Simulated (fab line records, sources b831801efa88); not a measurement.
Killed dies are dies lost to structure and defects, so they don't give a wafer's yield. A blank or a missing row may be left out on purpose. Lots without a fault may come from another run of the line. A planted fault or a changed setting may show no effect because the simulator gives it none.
Split-lot experiment | flow gf180mcu | 5 lots, 23 wafers read, on a route of 602 steps

THE SPLIT
At GF_HV_LDD_DEVELOP_18 (develop time 60 s), the setting develop_time_s was moved away from the recipe's 60 s on 7 of the 23 wafers read, by -11.5% to +7.6%. The other wafers ran this setting at the recipe's value.

The file shows no step between the split and the reading.

THE READING
cd_nm, in nm, at GF_HV_LDD_CD_MEAS_19 (target cd 400 nm). Fault-free wafers of this fab line usually give 400.5 nm, standard deviation 2.2 nm.

wafer  | tool, chamber at the split | develop_time_s as run, s | against the recipe | cd_nm, nm | against lot-mates on the recipe
L074.1 | litho_track-03, 0          | 60                       | recipe             | 398.1     | -
L074.3 | litho_track-03, 0          | 53.67                    | -10.5%             | 388.2     | -9.8
L074.4 | litho_track-03, 0          | 60                       | recipe             | 398.1     | -
L074.5 | litho_track-03, 0          | 53.67                    | -10.5%             | 387.8     | -10.2
L074.6 | litho_track-03, 0          | 60                       | recipe             | 397.9     | -
L076.1 | litho_track-03, 0          | 60                       | recipe             | 398.7     | -
L076.2 | litho_track-03, 0          | 60                       | recipe             | 399.2     | -
L076.4 | litho_track-03, 0          | 60                       | recipe             | 397.8     | -
L076.5 | litho_track-03, 0          | 60                       | recipe             | 397.2     | -
L076.6 | litho_track-03, 0          | 60                       | recipe             | 397.6     | -
L077.1 | litho_track-01, 0          | 60                       | recipe             | 402.9     | -
L077.2 | litho_track-01, 0          | 53.12                    | -11.5%             | 392.9     | -10.5
L077.3 | litho_track-01, 0          | 60                       | recipe             | 404.1     | -
L077.4 | litho_track-01, 0          | 53.12                    | -11.5%             | 390.2     | -13.2
L077.5 | litho_track-01, 0          | 60                       | recipe             | 403.1     | -
L079.1 | litho_track-03, 0          | 60                       | recipe             | 398.2     | -
L079.2 | litho_track-03, 0          | 60                       | recipe             | 399.0     | -
L079.5 | litho_track-03, 0          | 60                       | recipe             | 397.7     | -
L082.1 | litho_track-01, 0          | 64.56                    | +7.6%              | 410.3     | +10.2
L082.2 | litho_track-01, 0          | 60                       | recipe             | 400.6     | -
L082.4 | litho_track-01, 0          | 60                       | recipe             | 399.5     | -
L082.5 | litho_track-01, 0          | 64.56                    | +7.6%              | 408.4     | +8.3
L082.6 | litho_track-01, 0          | 64.56                    | +7.6%              | 408.9     | +8.8

THE FIT
A straight line over all 23 wafers: cd_nm changes by +0.993 nm for each +1% of develop_time_s; r = +0.92; the points scatter about the line by 2.3 nm.
The same after taking each lot's own level away (the mean of its wafers on the recipe; 23 wafers): +1.06 nm for each +1%; r = +0.99; scatter 0.86 nm.
On that fit, the largest move of develop_time_s shifts the reading by 12 nm.
The lots' own levels span 398.03 to 403.37 nm, that is 2.4 times the standard deviation above.
So the lot-to-lot level changes the slope little: the two slopes agree.
Check: with one of the wafers moved furthest among these (-11.5%) left out of the fit, the line predicts -12.2 nm for it against its lot-mates. It came out at -10.5 nm against them.

OTHER SPLITS ON THESE WAFERS
These wafers also went through other splits before the reading. Each is held against what the fit with the lots' levels taken away leaves over:
other split on the same wafers  | wafers away from the commonest value | r with cd_nm (lot level and that fit taken away)
GF_POLY_GATE_ETCH_12 source_w   | 5                                    | +0.15
GF_HV_LDD_IMPLANT_09 energy_kev | 5                                    | +0.09

THE FILE'S OWN FIT
cd_nm changes by +1.04 nm for each +1% of develop_time_s, r = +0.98.
